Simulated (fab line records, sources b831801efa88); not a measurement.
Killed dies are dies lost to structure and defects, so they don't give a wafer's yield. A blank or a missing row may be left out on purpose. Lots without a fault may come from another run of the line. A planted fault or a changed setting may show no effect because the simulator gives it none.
fab line records | flow sky130
record lots=5 wafers=15 last_day=50
route steps=708 shown GATE_OXIDE@203 POLY_GATE@204 RES_PROTECT@206 LDD_N@237
lots that met no fault: from a run of the same line without faults
start_h: hours from the record's first day to the start of the lot's first wafer shown | wait_h: hours since the lot's step before | " the same as in the row above | L1.1+2: a row that stands for several wafers | - no value, or no start given | * or withheld: withheld | < > ~ a bound
route shown NAME@n: a module of which the file shows steps, and the number in the route of the first | usual: mean/standard deviation of fault-free wafers | same: alike in all rows | chamber/n: place in a boat | sites: the reading at each site | _std_site: their standard deviation | _edge_site: outer sites' mean less inner sites' | radius_mm: how far each site lies from the wafer's centre | mask NAME#n: copy n | behind: the tool/chamber that last shaped the wafer | hold: why the lot was held/for how many hours/how that ended | device: the transistor (n, p or np) that didn't switch | end of line: the same wafers' tests at the end of the route | a step without rows: its recipe alone | killed: dies lost to structure and defects at the first sort, not the wafer's yield | map: a wafer's dies, x killed, . not, _ none there
set.NAME: the setting as run; set.NAME@STEP: as run at that earlier step | model.NAME: the simulator's own value behind a step, which no gauge read
lots at some steps of the route; a table a step, a row a wafer
services: from which hour (start_h, from the record's first day; less than 0 if before it) a tool's chamber was out of use, for how many hours, and why
## steps
# step SKY_GATE_OXIDE_OXIDATION_16
# recipe temp_c=800 ambient=O2 idle_temp_c=700 ramp_up_c_per_min=10 ramp_down_c_per_min=3 stabilise_s=600 purge_s=300 target_thk_a=35.7 ox_time_s=1915
# usual ramp_up_c_per_min=9.9998/0.0019 zone_power_top_pct=26.3/1.1
# same ox_time_s=1915
# columns lot.wafer tool chamber start_h wait_h ramp_up_c_per_min zone_power_top_pct
L076.1 furnace-01 0 327.41 2.1 9.9970 25.1
L076.5 " 0 " " 9.9954 25.7
L076.6 " 0 " " 10.002 25.5
L089.1 furnace-01 0 435.69 0.5 10.000 25.8
L089.3 " 0 " " 9.9997 26.1
L089.6 " 0 " " 9.9989 25.6
L092.2 furnace-01 0 461.79 0.0 9.9984 25.5
L092.4 " 0 " " 9.9976 25.5
L092.5 " 0 " " 9.9983 26.0
L093.1 furnace-02 0 465.82 0.6 9.9994 28.3
L093.3 " 0 " " 9.9980 27.9
L093.4 " 0 " " 9.9995 27.8
L097.4 furnace-01 0 497.29 0.8 9.9965 26.0
L097.5 " 0 " " 10.003 25.7
L097.6 " 0 " " 9.9981 25.4
# step SKY_POLY_GATE_CVD_00
# recipe material=poly-Si target_thk_nm=180 temp_c=620 time_s=720 pressure_mtorr=200
# usual zone_power_top_pct=20.43/0.23
# columns lot.wafer tool chamber start_h wait_h zone_power_top_pct
L076.1 lpcvd-01 1 328.94 0.0 20.23
L076.5 " 1 " " 20.24
L076.6 " 1 " " 20.33
L089.1 lpcvd-01 0 437.22 0.0 20.57
L089.3 " 0 " " 20.38
L089.6 " 0 " " 20.45
L092.2 lpcvd-01 0 463.32 0.0 20.47
L092.4 " 0 " " 20.33
L092.5 " 0 " " 20.23
L093.1 lpcvd-01 0 467.36 0.0 20.48
L093.3 " 0 " " 20.40
L093.4 " 0 " " 20.41
L097.4 lpcvd-01 0 498.82 0.0 20.83
L097.5 " 0 " " 20.53
L097.6 " 0 " " 20.88
# step SKY_POLY_GATE_THK_MEAS_01
# recipe reads=poly-Si_of_POLY_GATE_CVD_00
# usual POLY_GATE_CVD_00_THK=179.3/1.7
# columns lot.wafer tool chamber start_h wait_h POLY_GATE_CVD_00_THK[nm]
L076.1 film_metro-02 - 330.14 0.0 182.1
L076.5 " - " " 180.9
L076.6 " - " " 183.2
L089.1 film_metro-01 - 438.42 0.0 178.2
L089.3 " - " " 179.5
L089.6 " - " " 180.6
L092.2 film_metro-02 - 464.53 0.0 177.0
L092.4 " - " " 175.1
L092.5 " - " " 175.8
L093.1 film_metro-02 - 468.56 0.0 177.1
L093.3 " - " " 176.5
L093.4 " - " " 176.8
L097.4 film_metro-02 - 500.05 0.0 176.8
L097.5 " - " " 178.0
L097.6 " - " " 177.7
# step SKY_RES_PROTECT_DEHYDRATE_00
# recipe temp_c=200 time_s=60
# columns lot.wafer tool chamber start_h wait_h
L076.1+5+6 litho_track-03 0 343.15 13.0
L089.1+3+6 litho_track-03 0 453.55 15.1
L092.2+4+5 litho_track-03 0 479.37 14.8
L093.1+3+4 litho_track-02 0 483.67 15.1
L097.4+5+6 litho_track-01 0 514.67 14.6
# step SKY_RES_PROTECT_HMDS_01
# recipe prime_time_s=60 prime_temp_c=120
# columns lot.wafer tool chamber start_h wait_h
L076.1+5+6 litho_track-03 0 343.30 0.1
L089.1+3+6 litho_track-03 0 453.70 0.1
L092.2+4+5 litho_track-03 0 479.52 0.1
L093.1+3+4 litho_track-02 0 483.82 0.1
L097.4+5+6 litho_track-01 0 514.82 0.1
# step SKY_RES_PROTECT_COAT_02
# recipe resist=NOVOLAK spin_rpm=3000 resist_thk_nm=1140
# columns lot.wafer tool chamber start_h wait_h
L076.1+5+6 litho_track-03 0 343.45 0.1
L089.1+3+6 litho_track-03 0 453.85 0.1
L092.2+4+5 litho_track-03 0 479.67 0.1
L093.1+3+4 litho_track-02 0 483.97 0.1
L097.4+5+6 litho_track-01 0 514.97 0.1
# step SKY_RES_PROTECT_SOFTBAKE_03
# recipe temp_c=90 time_s=60 resist=NOVOLAK
# columns lot.wafer tool chamber start_h wait_h
L076.1+5+6 litho_track-03 0 343.60 0.1
L089.1+3+6 litho_track-03 0 454.00 0.1
L092.2+4+5 litho_track-03 0 479.82 0.1
L093.1+3+4 litho_track-02 0 484.12 0.1
L097.4+5+6 litho_track-01 0 515.12 0.1
# step SKY_RES_PROTECT_EXPOSE_04
# recipe mask_id=RPM na=0.6 source_shape=conventional sigma_outer=0.6 polarization=unpolarized target_cd_nm=1270 dose_mj=131
# same na=0.6
# columns lot.wafer tool chamber start_h wait_h mask
L076.1+5+6 iline_stepper-02 0 - - RPM#0
L089.1+3+6 iline_stepper-01 0 - - RPM#0
L092.2+4+5 iline_stepper-01 0 - - RPM#0
L093.1+3+4 iline_stepper-01 0 - - RPM#0
L097.4+5+6 iline_stepper-02 0 - - RPM#0
# step SKY_RES_PROTECT_PEB_05
# recipe temp_c=withheld time_s=* resist=NOVOLAK
# columns lot.wafer tool chamber start_h wait_h
L076.1+5+6 litho_track-01 0 - -
L089.1+3+6 litho_track-01 0 - -
L092.2+4+5 litho_track-03 0 - -
L093.1+3+4 litho_track-03 0 - -
L097.4+5+6 litho_track-02 0 - -
# step SKY_RES_PROTECT_DEVELOP_06
# recipe resist=NOVOLAK developer=TMAH develop_time_s=60 dev_temp_c=23
# columns lot.wafer tool chamber start_h wait_h
L076.1+5+6 litho_track-01 0 356.84 0.1
L089.1+3+6 litho_track-01 0 469.29 0.1
L092.2+4+5 litho_track-03 0 494.87 0.1
L093.1+3+4 litho_track-03 0 499.25 0.1
L097.4+5+6 litho_track-02 0 530.09 0.1
# step SKY_POLY_GATE_IMPLANT_02
# recipe species=P energy_kev=30 dose_cm2=7.7e+15 tilt_deg=0
# usual faraday_current_uA=11817/430
# columns lot.wafer tool chamber start_h wait_h faraday_current_uA
L076.1 implanter-04 0 356.99 0.1 11438
L076.5 " 0 " " 11480
L076.6 " 0 " " 11512
L089.1 implanter-01 0 469.44 0.1 12020
L089.3 " 0 " " 12165
L089.6 " 0 " " 12163
L092.2 implanter-04 0 495.02 0.1 11034
L092.4 " 0 " " 11403
L092.5 " 0 " " 11287
L093.1 implanter-04 0 499.40 0.1 11371
L093.3 " 0 " " 11284
L093.4 " 0 " " 11236
L097.4 implanter-01 0 530.24 0.1 12299
L097.5 " 0 " " 11861
L097.6 " 0 " " 12177
# step SKY_RES_PROTECT_STRIP_07
# recipe chemistry=O2/N2 power_w=1400 pressure_mtorr=1500 platen_temp_c=withheld o2_flow_sccm=3000 n2_flow_sccm=300 overash_fraction=0.5
# usual chamber_pressure_mTorr=1500.1/1.2 drypump_motor_current_A=5.53/0.28 o2_flow_sccm=2998/9.2 oes_product_au=0.517/0.0049 strip_time_to_endpoint_s=23.28/0.047
# columns lot.wafer tool chamber start_h wait_h chamber_pressure_mTorr drypump_motor_current_A o2_flow_sccm oes_product_au rf_hours_counter_h strip_time_to_endpoint_s
L076.1 plasma_asher-04 0 357.14 0.1 1498.5 5.62 3005 0.518 54 23.28
L076.5 " 0 " " 1500.4 5.63 3003 0.527 - 23.24
L076.6 " 1 " " 1499.5 5.03 2991 0.517 - 23.26
L089.1 plasma_asher-01 0 469.59 0.1 1499.4 5.41 2998 0.526 35 23.37
L089.3 " 1 " " 1499.0 5.47 3009 0.515 - 23.38
L089.6 " 1 " " 1502.1 5.52 3017 0.519 - 23.35
L092.2 plasma_asher-03 0 495.15 0.1 1501.3 6.01 2990 0.519 5 23.29
L092.4 " 0 " " 1498.7 6.00 3000 0.514 - 23.28
L092.5 " 0 " " 1499.8 5.99 3004 0.532 - 23.27
L093.1 plasma_asher-03 0 499.55 0.1 1498.4 6.02 3000 0.515 5 23.26
L093.3 " 1 " " 1500.6 5.59 2995 0.518 - 23.28
L093.4 " 0 " " 1498.3 6.00 2998 0.515 - 23.32
L097.4 plasma_asher-03 0 530.35 0.1 1502.6 6.00 2979 0.518 - 23.21
L097.5 " 1 " " 1501.9 5.49 3010 0.521 - 23.23
L097.6 " 0 " " 1500.6 6.01 2987 0.518 - 23.27
# step SKY_RES_PROTECT_TW_MEAS_08
# usual POLY_GATE_TW=4027/31
# columns lot.wafer tool chamber start_h wait_h POLY_GATE_TW
L076.1 film_metro-01 - 357.24 0.1 4046
L076.5 " - " " 4054
L076.6 " - " " 4040
L089.1 film_metro-04 - 469.69 0.1 4077
L089.3 " - " " 4055
L089.6 " - " " 4079
L092.2 film_metro-04 - 495.26 0.1 4016
L092.4 " - " " 4016
L092.5 " - " " 4034
L093.1 film_metro-03 - 499.65 0.1 3993
L093.3 " - " " 3979
L093.4 " - " " 3973
L097.4 film_metro-01 - 530.45 0.1 4035
L097.5 " - " " 4031
L097.6 " - " " 4064
# step SKY_RES_PROTECT_CLEAN_09
# recipe chemistry=SC1/SC2 mix=1:4:20 temp_c=70 time_s=150 dry=n2_spin
# columns lot.wafer tool chamber start_h wait_h
L076.1+5+6 wet_bench-01 3 357.30 0.1
L089.1+3+6 wet_bench-03 1 469.75 0.1
L092.2+4+5 wet_bench-04 2 495.31 0.0
L093.1+3+4 wet_bench-04 2 499.71 0.1
L097.4+5+6 wet_bench-04 2 530.48 0.0
# step SKY_POLY_GATE_CVD_03
# recipe material=Si3N4 precursor=DCS/NH3 target_thk_nm=75 temp_c=770 time_s=1290 pressure_mtorr=250
# usual zone_power_top_pct=24/5
# columns lot.wafer tool chamber start_h wait_h zone_power_top_pct
L076.1 lpcvd-02 0 358.48 1.1 20
L076.5 " 0 " " 20
L076.6 " 0 " " 20
L089.1 lpcvd-02 1 469.80 0.0 31
L089.3 " 1 " " 31
L089.6 " 1 " " 31
L092.2 lpcvd-02 0 495.36 0.0 21
L092.4 " 0 " " 20
L092.5 " 0 " " 20
L093.1 lpcvd-02 1 499.76 0.0 31
L093.3 " 1 " " 31
L093.4 " 1 " " 31
L097.4 lpcvd-02 0 531.65 1.1 20
L097.5 " 0 " " 20
L097.6 " 0 " " 20
# step SKY_POLY_GATE_THK_MEAS_04
# recipe reads=Si3N4_of_POLY_GATE_CVD_03
# usual POLY_GATE_CVD_03_THK=75.0/0.73
# columns lot.wafer tool chamber start_h wait_h POLY_GATE_CVD_03_THK[nm]
L076.1 film_metro-03 - 359.84 0.0 75.2
L076.5 " - " " 75.2
L076.6 " - " " 75.0
L089.1 film_metro-03 - 471.16 0.0 74.5
L089.3 " - " " 73.9
L089.6 " - " " 73.4
L092.2 film_metro-03 - 496.73 0.0 73.9
L092.4 " - " " 74.1
L092.5 " - " " 73.9
L093.1 film_metro-02 - 501.12 0.0 75.2
L093.3 " - " " 74.1
L093.4 " - " " 74.6
L097.4 film_metro-01 - 533.04 0.0 74.5
L097.5 " - " " 74.5
L097.6 " - " " 74.8
# step SKY_POLY_GATE_DEHYDRATE_05
# recipe temp_c=200 time_s=60
# columns lot.wafer tool chamber start_h wait_h
L076.1+5+6 litho_track-03 0 373.05 13.2
L089.1+3+6 litho_track-02 0 486.12 14.9
L092.2+4+5 litho_track-04 0 511.57 14.8
L093.1+3+4 litho_track-02 0 516.07 14.9
L097.4+5+6 litho_track-03 0 547.27 14.2
# step SKY_POLY_GATE_HMDS_06
# recipe prime_time_s=60 prime_temp_c=120
# columns lot.wafer tool chamber start_h wait_h
L076.1+5+6 litho_track-03 0 373.20 0.1
L089.1+3+6 litho_track-02 0 486.27 0.1
L092.2+4+5 litho_track-04 0 511.72 0.1
L093.1+3+4 litho_track-02 0 516.22 0.1
L097.4+5+6 litho_track-03 0 547.42 0.1
# step SKY_POLY_GATE_COAT_07
# recipe resist=BARC temp_c=withheld time_s=withheld spin_rpm=3000 resist_thk_nm=110
# columns lot.wafer tool chamber start_h wait_h
L076.1+5+6 litho_track-03 0 373.35 0.1
L089.1+3+6 litho_track-02 0 486.42 0.1
L092.2+4+5 litho_track-04 0 511.87 0.1
L093.1+3+4 litho_track-02 0 516.37 0.1
L097.4+5+6 litho_track-03 0 547.57 0.1
# step SKY_POLY_GATE_COAT_08
# recipe resist=KrF-thick spin_rpm=3000 resist_thk_nm=441.2
# columns lot.wafer tool chamber start_h wait_h
L076.1+5+6 litho_track-03 0 - -
L089.1+3+6 litho_track-02 0 - -
L092.2+4+5 litho_track-04 0 - -
L093.1+3+4 litho_track-02 0 - -
L097.4+5+6 litho_track-03 0 - -
# step SKY_POLY_GATE_SOFTBAKE_09
# recipe temp_c=100 time_s=90 resist=KrF-thick
# columns lot.wafer tool chamber start_h wait_h
L076.1+5+6 litho_track-03 0 - -
L089.1+3+6 litho_track-02 0 - -
L092.2+4+5 litho_track-04 0 - -
L093.1+3+4 litho_track-02 0 - -
L097.4+5+6 litho_track-03 0 - -
# step SKY_POLY_GATE_EXPOSE_10
# recipe mask_id=P1M na=0.68 source_shape=conventional sigma_outer=0.6 target_cd_nm=150 dose_mj=28
# same na=0.68
# columns lot.wafer tool chamber start_h wait_h mask
L076.1+5+6 krf_scanner-01 0 - - P1M#0
L089.1+3+6 krf_scanner-01 0 - - P1M#0
L092.2+4+5 krf_scanner-01 0 - - P1M#0
L093.1+3+4 krf_scanner-02 0 - - P1M#0
L097.4+5+6 krf_scanner-01 0 - - P1M#0
# step SKY_POLY_GATE_PEB_11
# recipe peb_temp_c=withheld peb_time_s=withheld resist=KrF-thick
# columns lot.wafer tool chamber start_h wait_h
L076.1+5+6 litho_track-03 0 - -
L089.1+3+6 litho_track-03 0 - -
L092.2+4+5 litho_track-04 0 - -
L093.1+3+4 litho_track-03 0 - -
L097.4+5+6 litho_track-04 0 - -
# step SKY_POLY_GATE_DEVELOP_12
# recipe develop_time_s=60 resist=KrF-thick dev_temp_c=21
# columns lot.wafer tool chamber start_h wait_h
L076.1+5+6 litho_track-03 0 - -
L089.1+3+6 litho_track-03 0 - -
L092.2+4+5 litho_track-04 0 - -
L093.1+3+4 litho_track-03 0 - -
L097.4+5+6 litho_track-04 0 - -
# step SKY_POLY_GATE_CD_MEAS_13
# recipe target_cd_nm=150
# usual cd_nm=150.1/1.4
# columns lot.wafer tool chamber start_h wait_h cd_nm
L076.1 cd_sem-01 - 387.10 - 148.3
L076.5 " - " " 148.2
L076.6 " - " " 148.2
L089.1 cd_sem-01 - 502.00 - 149.3
L089.3 " - " " 148.7
L089.6 " - " " 150.0
L092.2 cd_sem-02 - 527.46 - 149.0
L092.4 " - " " 148.8
L092.5 " - " " 148.7
L093.1 cd_sem-01 - 532.00 - 150.6
L093.3 " - " " 152.2
L093.4 " - " " 151.4
L097.4 cd_sem-02 - 562.20 - 146.5
L097.5 " - " " 147.6
L097.6 " - " " 147.1
# step SKY_POLY_GATE_OVL_MEAS_14
# usual POLY_GATE_OVL=2/5.8
# columns lot.wafer tool chamber start_h wait_h POLY_GATE_OVL[nm]
L076.1 overlay-01 - 387.22 0.1 3
L076.5 " - " " 12
L076.6 " - " " 1
L089.1 overlay-01 - 502.12 0.1 7
L089.3 " - " " 8
L089.6 " - " " -5
L092.2 overlay-01 - 527.57 0.1 2
L092.4 " - " " 2
L092.5 " - " " 3
L093.1 overlay-02 - 532.12 0.1 3
L093.3 " - " " 6
L093.4 " - " " 11
L097.4 overlay-01 - 562.28 0.1 6
L097.5 " - " " -4
L097.6 " - " " 1
# step SKY_POLY_GATE_ETCH_15
# recipe chemistry=N2/H2 target=BARC ion_energy_ev=194.4 source_w=500 bias_w=100 pressure_mtorr=30 n2_flow_sccm=100 h2_flow_sccm=200 stop_on=SiO2 time_s=118.5 target_depth_a=1100
# usual chamber_pressure_mTorr=30.01/0.039 drypump_motor_current_A=5.6/0.36 oes_product_au=0.715/0.0052 rf_fwd_power_W=497.3/1.9 throttle_valve_pct=13.212/0.0095
# columns lot.wafer tool chamber start_h wait_h chamber_pressure_mTorr drypump_motor_current_A oes_product_au rf_fwd_power_W rf_hours_counter_h throttle_valve_pct
L076.1 rie_diel-03 1 387.26 0.0 30.03 5.6 0.717 495.1 17 13.217
L076.5 " 0 " " 29.97 5.1 0.718 496.8 - 13.214
L076.6 " 3 " " 30.01 5.4 0.720 495.3 - 13.215
L089.1 rie_diel-01 3 502.15 0.0 30.04 5.6 0.708 499.1 7 13.210
L089.3 " 2 " " 30.04 5.9 0.719 497.4 - 13.199
L089.6 " 3 " " 30.07 5.6 0.714 497.5 - 13.223
L092.2 rie_diel-02 2 527.60 0.0 30.03 5.7 0.721 494.7 56 13.207
L092.4 " 3 " " 29.98 5.0 0.711 497.7 21 13.207
L092.5 " 2 " " 29.99 5.7 0.706 498.6 - 13.218
L093.1 rie_diel-02 1 532.15 0.0 30.01 5.7 0.722 499.2 8 13.221
L093.3 " 3 " " 29.99 5.0 0.724 497.3 21 13.202
L093.4 " 2 " " 29.98 5.7 0.722 496.7 56 13.214
L097.4 rie_diel-02 3 562.30 0.0 29.99 5.0 0.727 496.7 22 13.221
L097.5 " 2 " " 29.99 5.7 0.713 498.0 - 13.215
L097.6 " 1 " " 29.97 5.7 0.720 498.1 - 13.220
# step SKY_POLY_GATE_ETCH_16
# recipe stop_on=poly-Si chemistry=CH3F/O2 target=Si3N4 source_w=400 bias_w=80 pressure_mtorr=25 ch3f_flow_sccm=40 O2_flow_sccm=30 time_s=147.5 target_depth_a=750
# usual chamber_pressure_mTorr=25.000/0.022 drypump_motor_current_A=5.5/0.36 oes_product_au=0.640/0.0051 rf_fwd_power_W=398.4/1.4 throttle_valve_pct=10.535/0.01
# columns lot.wafer tool chamber start_h wait_h chamber_pressure_mTorr drypump_motor_current_A oes_product_au rf_fwd_power_W rf_hours_counter_h throttle_valve_pct
L076.1 rie_diel-03 1 387.34 0.0 24.989 5.6 0.646 398.4 17 10.550
L076.5 " 0 " " 24.985 5.1 0.644 397.3 - 10.516
L076.6 " 3 " " 24.962 5.4 0.639 399.0 - 10.541
L089.1 rie_diel-01 3 502.28 0.1 25.034 5.6 0.643 397.8 7 10.533
L089.3 " 2 " " 25.010 5.9 0.636 400.8 - 10.526
L089.6 " 3 " " 24.993 5.6 0.629 399.7 - 10.547
L092.2 rie_diel-02 2 527.68 0.0 25.021 5.7 0.638 400.4 56 10.546
L092.4 " 3 " " 24.996 5.0 0.634 399.5 21 10.522
L092.5 " 2 " " 25.003 5.7 0.635 399.4 - 10.536
L093.1 rie_diel-02 1 532.24 0.0 24.987 5.7 0.646 398.3 8 10.546
L093.3 " 3 " " 25.011 5.0 0.637 399.1 21 10.535
L093.4 " 2 " " 24.988 5.7 0.639 398.0 56 10.536
L097.4 rie_diel-02 3 562.38 0.0 24.985 5.0 0.630 398.8 22 10.537
L097.5 " 2 " " 25.024 5.7 0.632 398.6 - 10.523
L097.6 " 1 " " 25.029 5.7 0.629 398.1 - 10.527
# step SKY_POLY_GATE_ETCH_17
# recipe target_depth_nm=180 stop_on=SiO2 over_etch_frac=0.56667 chemistry=HBr/Cl2 target=poly-Si icp_w=400 bias_w=100 pressure_mtorr=10 HBr_flow_sccm=150 Cl2_flow_sccm=50 time_s=70.5
# usual chamber_pressure_mTorr=10.000/0.0094 drypump_motor_current_A=5.65/0.24 oes_product_au=0.981/0.0067 rf_fwd_power_W=397.3/1.3 throttle_valve_pct=33.685/0.0089
# columns lot.wafer tool chamber start_h wait_h chamber_pressure_mTorr drypump_motor_current_A oes_product_au rf_fwd_power_W rf_hours_counter_h throttle_valve_pct
L076.1 rie_si-01 1 387.44 0.0 9.998 5.76 0.986 398.7 72 33.678
L076.5 " 0 " " 10.000 5.42 0.977 396.7 - 33.682
L076.6 " 1 " " 9.987 5.74 0.989 398.1 - 33.680
L089.1 rie_si-01 3 502.43 0.1 9.996 5.80 0.985 396.5 11 33.675
L089.3 " 1 " " 9.998 5.73 0.978 397.1 0 33.687
L089.6 " 2 " " 9.996 5.61 0.983 398.5 - 33.702
L092.2 rie_si-02 1 527.78 0.0 10.011 6.40 0.986 398.4 2 33.693
L092.4 " 2 " " 9.995 5.53 0.967 398.8 2 33.684
L092.5 " 2 " " 10.013 5.53 0.976 396.1 - 33.693
L093.1 rie_si-01 3 532.33 0.0 10.021 5.77 0.978 398.4 11 33.698
L093.3 " 0 " " 10.015 5.40 0.977 397.2 3 33.695
L093.4 " 1 " " 9.996 5.74 0.978 398.6 0 33.683
L097.4 rie_si-01 3 562.48 0.0 9.992 5.77 0.972 397.4 11 33.680
L097.5 " 0 " " 9.969 5.42 0.978 397.6 - 33.697
L097.6 " 1 " " 9.994 5.72 0.982 397.2 - 33.687
# step SKY_POLY_GATE_STRIP_18
# recipe chemistry=O2/N2 power_w=1400 pressure_mtorr=1500 platen_temp_c=withheld o2_flow_sccm=3000 n2_flow_sccm=300 overash_fraction=0.5
# usual chamber_pressure_mTorr=1500.0/1.4 drypump_motor_current_A=5.4/0.46 o2_flow_sccm=2999/9.3 oes_product_au=0.358/0.0047 strip_time_to_endpoint_s=3.10/0.031
# columns lot.wafer tool chamber start_h wait_h chamber_pressure_mTorr drypump_motor_current_A o2_flow_sccm oes_product_au rf_hours_counter_h strip_time_to_endpoint_s
L076.1 plasma_asher-02 1 387.49 0.0 1500.8 4.7 2991 0.359 70 3.13
L076.5 " 1 " " 1500.7 4.7 2987 0.368 - 3.15
L076.6 " 0 " " 1501.0 5.8 3009 0.363 - 3.17
L089.1 plasma_asher-02 1 502.48 0.0 1499.9 4.7 3005 0.357 82 3.09
L089.3 " 1 " " 1499.6 4.7 3012 0.355 - 3.10
L089.6 " 1 " " 1501.8 4.7 3004 0.358 - 3.14
L092.2 plasma_asher-03 0 527.83 0.0 1502.0 6.0 3007 0.362 8 3.09
L092.4 " 1 " " 1499.8 5.5 3003 0.351 - 3.12
L092.5 " 1 " " 1499.7 5.6 2996 0.356 - 3.15
L093.1 plasma_asher-03 1 532.39 0.0 1499.7 5.5 3001 0.362 8 3.12
L093.3 " 1 " " 1501.0 5.6 3014 0.365 - 3.14
L093.4 " 0 " " 1497.1 6.0 2992 0.360 - 3.16
L097.4 plasma_asher-04 0 562.57 0.1 1501.2 5.7 2996 0.360 - 3.11
L097.5 " 0 " " 1498.2 5.6 2984 0.357 - 3.14
L097.6 " 1 " " 1500.1 5.0 3000 0.355 - 3.08
# step SKY_POLY_GATE_CLEAN_19
# recipe chemistry=SC1/SC2 mix=1:4:20 temp_c=70 time_s=150 dry=n2_spin
# columns lot.wafer tool chamber start_h wait_h
L076.1+5+6 wet_bench-04 1 387.59 0.1
L089.1+3+6 wet_bench-01 0 502.58 0.1
L092.2+4+5 wet_bench-04 2 527.93 0.1
L093.1+3+4 wet_bench-02 3 532.49 0.1
L097.4+5+6 wet_bench-02 0 562.63 0.0
# step SKY_POLY_GATE_OXIDATION_20
# recipe temp_c=850 ambient=O2 stabilise_s=600 purge_s=300 target_thk_a=40 ox_time_s=899
# usual zone_power_top_pct=29.5/1.3
# same ox_time_s=899
# columns lot.wafer tool chamber start_h wait_h zone_power_top_pct
L076.1 furnace-02 0 389.72 2.1 31.3
L076.5 " 0 " " 30.5
L076.6 " 0 " " 30.5
L089.1 furnace-02 0 502.69 0.0 30.7
L089.3 " 0 " " 30.7
L089.6 " 0 " " 31.0
L092.2 furnace-02 0 527.98 0.0 30.8
L092.4 " 0 " " 30.4
L092.5 " 0 " " 30.4
L093.1 furnace-01 0 532.55 0.0 28.0
L093.3 " 0 " " 28.6
L093.4 " 0 " " 28.4
L097.4 furnace-01 0 562.68 0.0 28.4
L097.5 " 0 " " 28.6
L097.6 " 0 " " 28.6
# step SKY_POLY_GATE_THK_MEAS_21
# recipe reads=SiO2_of_POLY_GATE_OXIDATION_20
# usual POLY_GATE_OXIDATION_THK=3.99/0.074
# columns lot.wafer tool chamber start_h wait_h POLY_GATE_OXIDATION_THK[nm]
L076.1 film_metro-01 - 390.97 0.0 3.95
L076.5 " - " " 3.89
L076.6 " - " " 3.84
L089.1 film_metro-02 - 503.94 0.0 4.03
L089.3 " - " " 4.02
L089.6 " - " " 4.03
L092.2 film_metro-03 - 529.24 0.0 3.94
L092.4 " - " " 3.94
L092.5 " - " " 3.94
L093.1 film_metro-02 - 533.79 0.0 4.09
L093.3 " - " " 4.00
L093.4 " - " " 4.04
L097.4 film_metro-03 - 563.96 0.0 4.11
L097.5 " - " " 4.05
L097.6 " - " " 4.00
# step SKY_POLY_GATE_CD_MEAS_22
# usual cd_nm=150.1/1.8
# columns lot.wafer tool chamber start_h wait_h cd_nm
L076.1 cd_sem-01 - 391.03 0.1 149.1
L076.5 " - " " 147.9
L076.6 " - " " 150.5
L089.1 cd_sem-02 - 504.02 0.1 150.4
L089.3 " - " " 149.9
L089.6 " - " " 150.6
L092.2 cd_sem-01 - 529.32 0.1 152.3
L092.4 " - " " 149.2
L092.5 " - " " 151.8
L093.1 cd_sem-02 - 533.85 0.1 148.7
L093.3 " - " " 151.2
L093.4 " - " " 153.7
L097.4 cd_sem-01 - 564.08 0.1 146.0
L097.5 " - " " 147.4
L097.6 " - " " 146.7
# step SKY_LDD_N_DEHYDRATE_00
# recipe temp_c=200 time_s=60
# columns lot.wafer tool chamber start_h wait_h
L076.1+5+6 litho_track-01 0 405.09 14.0
L089.1+3+6 litho_track-04 0 519.04 15.0
L092.2+4+5 litho_track-03 0 543.87 14.5
L093.1+3+4 litho_track-04 0 547.74 13.9
L097.4+5+6 litho_track-03 0 578.77 14.7
# step SKY_LDD_N_HMDS_01
# recipe prime_time_s=60 prime_temp_c=120
# columns lot.wafer tool chamber start_h wait_h
L076.1+5+6 litho_track-01 0 405.24 0.1
L089.1+3+6 litho_track-04 0 519.19 0.1
L092.2+4+5 litho_track-03 0 544.02 0.1
L093.1+3+4 litho_track-04 0 547.89 0.1
L097.4+5+6 litho_track-03 0 578.92 0.1
# step SKY_LDD_N_COAT_02
# recipe resist=NOVOLAK spin_rpm=3000 resist_thk_nm=300
# columns lot.wafer tool chamber start_h wait_h
L076.1+5+6 litho_track-01 0 405.39 0.1
L089.1+3+6 litho_track-04 0 519.34 0.1
L092.2+4+5 litho_track-03 0 544.17 0.1
L093.1+3+4 litho_track-04 0 548.04 0.1
L097.4+5+6 litho_track-03 0 579.07 0.1
# step SKY_LDD_N_SOFTBAKE_03
# recipe temp_c=90 time_s=60 resist=NOVOLAK
# columns lot.wafer tool chamber start_h wait_h
L076.1+5+6 litho_track-01 0 405.54 0.1
L089.1+3+6 litho_track-04 0 519.49 0.1
L092.2+4+5 litho_track-03 0 544.32 0.1
L093.1+3+4 litho_track-04 0 548.19 0.1
L097.4+5+6 litho_track-03 0 579.22 0.1
# step SKY_LDD_N_EXPOSE_04
# recipe mask_id=NTM target_cd_nm=840 na=0.6 source_shape=conventional sigma_outer=0.6 dose_mj=110
# same na=0.6
# columns lot.wafer tool chamber start_h wait_h mask
L076.1+5+6 iline_stepper-02 0 - - NTM#0
L089.1+3+6 iline_stepper-02 0 - - NTM#0
L092.2+4+5 iline_stepper-01 0 - - NTM#0
L093.1+3+4 iline_stepper-02 0 - - NTM#0
L097.4+5+6 iline_stepper-01 0 - - NTM#0
# step SKY_LDD_N_PEB_05
# recipe temp_c=withheld time_s=* resist=NOVOLAK
# columns lot.wafer tool chamber start_h wait_h
L076.1+5+6 litho_track-01 0 - -
L089.1+3+6 litho_track-01 0 - -
L092.2+4+5 litho_track-01 0 - -
L093.1+3+4 litho_track-04 0 - -
L097.4+5+6 litho_track-04 0 - -
# step SKY_LDD_N_DEVELOP_06
# recipe develop_time_s=60 dev_temp_c=23
# columns lot.wafer tool chamber start_h wait_h
L076.1+5+6 litho_track-01 0 420.09 0.1
L089.1+3+6 litho_track-01 0 534.74 0.1
L092.2+4+5 litho_track-01 0 558.82 0.1
L093.1+3+4 litho_track-04 0 562.29 0.1
L097.4+5+6 litho_track-04 0 593.42 0.1
## services
# columns tool chamber start_h hours kind
plasma_asher-03 - 304.21 1.6 repair
lpcvd-02 - 314.05 2.8 pm
iline_stepper-01 - 327.99 0.7 repair
rie_diel-02 0 358.27 10.7 repair
iline_stepper-01 - 374.89 1.7 pm
rie_diel-02 2 402.68 3.6 repair
furnace-01 - 418.78 3.0 pm
plasma_asher-03 - 421.28 9.0 pm
iline_stepper-02 - 423.36 1.7 pm
iline_stepper-02 - 453.35 2.0 repair
iline_stepper-02 - 465.55 1.2 repair
plasma_asher-03 - 473.48 14.6 pm
lpcvd-01 - 473.81 6.1 pm
plasma_asher-03 - 488.21 2.8 repair
furnace-01 - 502.99 4.1 pm
rie_diel-02 3 503.11 4.9 repair
wet_bench-04 - 506.35 2.0 repair
lpcvd-01 - 517.86 6.0 pm
rie_diel-02 2 518.10 6.9 repair
rie_diel-02 - 534.46 18.6 repair
furnace-01 - 535.37 7.6 repair
iline_stepper-01 - 538.54 4.4 pm
iline_stepper-02 - 542.98 2.1 pm
furnace-01 - 588.18 3.6 pm
## key
fault none
